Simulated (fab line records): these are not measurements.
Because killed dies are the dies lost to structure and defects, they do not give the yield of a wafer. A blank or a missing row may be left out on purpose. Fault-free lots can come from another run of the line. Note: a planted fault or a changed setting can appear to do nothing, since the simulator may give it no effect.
Struck lot and sound lot, side by side	flow gf180mcu	25 steps out of a route of 602
Sound: wafers L380.1, L380.2, L380.3. Struck: wafers L384.2, L384.3, L384.4. Last of all comes the cause.
For every step that has rows: the tool of each side, followed by ch and its chambers, followed by its first start. Under that, the readings that differ: sound wafers	struck wafers	difference of the means	sigmas: that difference in standard deviations of wafers without a fault.
alike: readings with means less than 2 such deviations apart, plus words and numbers identical on both sides. not compared: withheld readings, readings lacking a value on some wafer, bounds such as >300 that could conceal the same value, and numbers that have no deviation in the record and whose values overlap.
The two part at a step that has a row with sigmas, a row that says differs or no value, or rows on one side only. Non-overlapping numbers with no deviation appear without sigmas and do not part them. A reading missing from all wafers of one side parts the sides only when that side holds two or more wafers.

first, 1 step without rows for these wafers: GF_VT_IMPLANT_IMPLANT_19.
GF_VT_IMPLANT_STRIP_20: strips in O2/N2.
  sound on plasma-asher-04 ch 0,1, day 6 04:46; struck on plasma-asher-01 ch 0,1, day 7 06:46
reading	sound	struck	difference	sigmas
strip-time-to-endpoint-s (s)	12.61 12.65 12.64	12.56 12.54 12.54	-0.09	-2
  alike: chamber-pressure-mTorr, drypump-motor-current-A, heater-power-w, n2-flow-sccm, oes-product-au
  not compared: rf-hours-counter-h
GF_VT_IMPLANT_TW_MEAS_21:
  sound on film-metro-01, day 6 04:52; struck on film-metro-02, day 7 06:53
  alike: VT_IMPLANT_2_TW
then, 7 steps without rows for these wafers: GF_VT_IMPLANT_DEHYDRATE_22 (time 60 s); GF_VT_IMPLANT_HMDS_23 (prime time 60 s); GF_VT_IMPLANT_COAT_24 (resist thk 1000 nm); GF_VT_IMPLANT_SOFTBAKE_25 (time 60 s); GF_VT_IMPLANT_EXPOSE_26 (exposes mask LVPWELL HV AREA, target cd 860 nm); GF_VT_IMPLANT_PEB_27; GF_VT_IMPLANT_DEVELOP_28 (develop time 60 s).
GF_VT_IMPLANT_OVL_MEAS_29:
  sound on overlay-02, day 6 20:19; struck on overlay-02, day 7 22:19
  alike: VT_IMPLANT_02_OVL
next, for these wafers, 1 step has no rows: GF_VT_IMPLANT_IMPLANT_30.
GF_VT_IMPLANT_STRIP_31: strips in O2/N2.
  sound on plasma-asher-04 ch 0,1, day 6 20:29; struck on plasma-asher-04 ch 0,1, day 7 22:29
  no value came back on the struck wafers for any of 6 readings (chamber-pressure-mTorr (mTorr), drypump-motor-current-A (A) and others); on the sound wafers chamber-pressure-mTorr (mTorr) reads 1500.2 1498.7 1499.2
reading	sound	struck	difference	sigmas
model.NOVOLAK_of_VT_IMPLANT_COAT_24.thk-nm (nm)	0 0 0	997 997.7 997.9	+998	
  not compared: rf-hours-counter-h
GF_VT_IMPLANT_TW_MEAS_32:
  sound on film-metro-02, day 6 20:35; struck on film-metro-01, day 7 22:36
  alike: VT_IMPLANT_3_TW
then, 7 steps without rows for these wafers: GF_VT_IMPLANT_DEHYDRATE_33 (time 60 s); GF_VT_IMPLANT_HMDS_34 (prime time 60 s); GF_VT_IMPLANT_COAT_35 (resist thk 1000 nm); GF_VT_IMPLANT_SOFTBAKE_36 (time 60 s); GF_VT_IMPLANT_EXPOSE_37 (exposes mask Nwell HV AREA, target cd 860 nm); GF_VT_IMPLANT_PEB_38; GF_VT_IMPLANT_DEVELOP_39 (develop time 60 s).
GF_VT_IMPLANT_OVL_MEAS_40:
  sound on overlay-02, day 7 11:56; struck on overlay-02, day 8 15:19
  alike: VT_IMPLANT_03_OVL
next, for these wafers, 1 step has no rows: GF_VT_IMPLANT_IMPLANT_41.
GF_VT_IMPLANT_STRIP_42: strips in O2/N2.
  sound on plasma-asher-01 ch 0,1, day 7 12:07; struck on plasma-asher-01 ch 0,1, day 8 15:30
reading	sound	struck	difference	sigmas
oes-product-au (a.u.)	0.704 0.717 0.716	0.719 0.723 0.728	+0.011	+2
strip-time-to-endpoint-s (s)	12.68 12.65 12.62	27.58 27.60 27.63	+14.95	+99 or more
  alike: chamber-pressure-mTorr, drypump-motor-current-A, heater-power-w, n2-flow-sccm
  not compared: rf-hours-counter-h
GF_VT_IMPLANT_TW_MEAS_43:
  sound on film-metro-03, day 7 12:13; struck on film-metro-03, day 8 15:50
reading	sound	struck	difference	sigmas
VT_IMPLANT_4_TW	698 695 694	30 30 30	-666	-98
  not compared: hold

WHERE THEY PART
At GF_VT_IMPLANT_STRIP_20 first; at GF_VT_IMPLANT_TW_MEAS_43 last (within this record only).

WHY: what the simulator had put in
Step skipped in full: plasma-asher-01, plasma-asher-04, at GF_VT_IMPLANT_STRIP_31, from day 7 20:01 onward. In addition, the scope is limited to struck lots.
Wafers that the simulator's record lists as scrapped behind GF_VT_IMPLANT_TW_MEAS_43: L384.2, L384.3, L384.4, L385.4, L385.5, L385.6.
